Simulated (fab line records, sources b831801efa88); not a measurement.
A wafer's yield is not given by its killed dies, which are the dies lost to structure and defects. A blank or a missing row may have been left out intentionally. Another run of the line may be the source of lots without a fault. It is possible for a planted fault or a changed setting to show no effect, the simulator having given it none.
Chamber matching || flow sky130 || SKY_VIA3_CMP_24 on cmp-02: 4 sister chambers
The step polishes, stops on SiO2, t overpolish 20 s, target thk 0 nm. 4 wafers are shown with their chamber, then 9 later ones without.

## WAFERS, EACH WITH ITS CHAMBER
{"wafer": "L288.2", "chamber": 1, "motorCurrentA (A)": 10.3}
{"wafer": "L292.3", "chamber": 0, "motorCurrentA (A)": 9.5}
{"wafer": "L292.4", "chamber": 3, "motorCurrentA (A)": 11.1}
{"wafer": "L292.5", "chamber": 2, "motorCurrentA (A)": 12.3}

## WAFERS MISSING THEIR CHAMBER
{"wafer": "L295.2", "motorCurrentA (A)": 10.8}
{"wafer": "L295.3", "motorCurrentA (A)": 12.1}
{"wafer": "L295.4", "motorCurrentA (A)": 9.6}
{"wafer": "L296.1", "motorCurrentA (A)": 11.2}
{"wafer": "L296.3", "motorCurrentA (A)": 11.2}
{"wafer": "L296.4", "motorCurrentA (A)": 12.3}
{"wafer": "L299.2", "motorCurrentA (A)": 10.5}
{"wafer": "L299.3", "motorCurrentA (A)": 10.1}
{"wafer": "L299.4", "motorCurrentA (A)": 11.1}

## WHICH CHAMBER EACH ONE RAN IN
{"wafer": "L295.2", "from the rows above": "can't be placed: 3 or 1", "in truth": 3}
{"wafer": "L295.3", "from the rows above": 2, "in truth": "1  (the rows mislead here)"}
{"wafer": "L295.4", "from the rows above": 0, "in truth": 0}
{"wafer": "L296.1", "from the rows above": 3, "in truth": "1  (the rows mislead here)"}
{"wafer": "L296.3", "from the rows above": 3, "in truth": 3}
{"wafer": "L296.4", "from the rows above": 2, "in truth": 2}
{"wafer": "L299.2", "from the rows above": 1, "in truth": 1}
{"wafer": "L299.3", "from the rows above": 1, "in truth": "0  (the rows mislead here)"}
{"wafer": "L299.4", "from the rows above": 3, "in truth": 3}
Placed correctly: 5 of 9. From these rows, 1 cannot be placed; in 1 the true chamber is one of the candidates. 3 placed wrongly.
How it was worked out, from the rows above alone: a wafer's distance from a chamber is the root of the sum, over the readings, of the square of ((its reading less the chamber's mean) divided by the reading's scatter). If the next closest chamber is less than 2 further off than the closest, the wafer can't be placed; otherwise it belongs to the closest. A chamber's mean is the mean of its shown wafers. The scatter: with one shown wafer a chamber, the root of the mean of the squares of how far each hidden wafer lies from its nearest shown one.
